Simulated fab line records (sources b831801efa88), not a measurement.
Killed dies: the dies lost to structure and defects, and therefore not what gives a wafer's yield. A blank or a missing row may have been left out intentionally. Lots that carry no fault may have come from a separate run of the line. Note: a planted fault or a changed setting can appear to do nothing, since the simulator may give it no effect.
Chamber matching + flow sky130 + rie-diel-02 running SKY_VIA2_ETCH_14: 4 sister chambers
The step etches BARC in N2/H2, stops on SiO2, time 45.9 s, target depth 60 nm. 8 wafers are shown with their chamber, then 9 later ones without.

EACH WAFER AND ITS CHAMBER
| wafer  | chamber | drypump-motor-current-A (A) | n2-flow-sccm (sccm) |
|--------|---------|-----------------------------|---------------------|
| L076.5 | 2       | 6.1                         | 100.2               |
| L081.2 | 2       | 6.0                         | 99.9                |
| L081.3 | 1       | 5.2                         | 99.6                |
| L085.5 | 3       | 5.7                         | 99.8                |
| L085.6 | 0       | 6.5                         | 100.0               |
| L086.1 | 3       | 5.7                         | 100.1               |
| L086.2 | 0       | 6.5                         | 99.6                |
| L086.4 | 1       | 5.2                         | 100.4               |

WAFERS WITHOUT THEIR CHAMBER
| wafer  | drypump-motor-current-A (A) | n2-flow-sccm (sccm) |
|--------|-----------------------------|---------------------|
| L094.1 | 5.7                         | 100.3               |
| L094.5 | 6.5                         | 99.7                |
| L094.6 | 5.7                         | 99.9                |
| L095.3 | 6.5                         | 99.5                |
| L095.4 | 5.7                         | 99.6                |
| L095.6 | 6.1                         | 99.7                |
| L097.2 | 6.1                         | 100.0               |
| L097.3 | 6.5                         | 100.3               |
| L097.5 | 5.3                         | 99.9                |

THE CHAMBER EACH PASSED THROUGH
| wafer  | from the rows above | in truth |
|--------|---------------------|----------|
| L094.1 | 3                   | 3        |
| L094.5 | 0                   | 0        |
| L094.6 | 3                   | 3        |
| L095.3 | 0                   | 0        |
| L095.4 | 3                   | 3        |
| L095.6 | 2                   | 2        |
| L097.2 | 2                   | 2        |
| L097.3 | 0                   | 0        |
| L097.5 | 1                   | 1        |
Correctly placed: 9 of 9. From these rows, 0 cannot be placed. 0 placed wrongly.
How it was worked out, from the rows above alone: a wafer's distance from a chamber is the root of the sum, over the readings, of the square of ((its reading less the chamber's mean) divided by the reading's scatter). If the next closest chamber is less than 2 further off than the closest, the wafer can't be placed; otherwise it belongs to the closest. A chamber's mean is the mean of its shown wafers. The scatter: take each reading less its chamber's mean, square it, sum over the shown wafers, divide by the number of wafers less the number of chambers, and take the root.
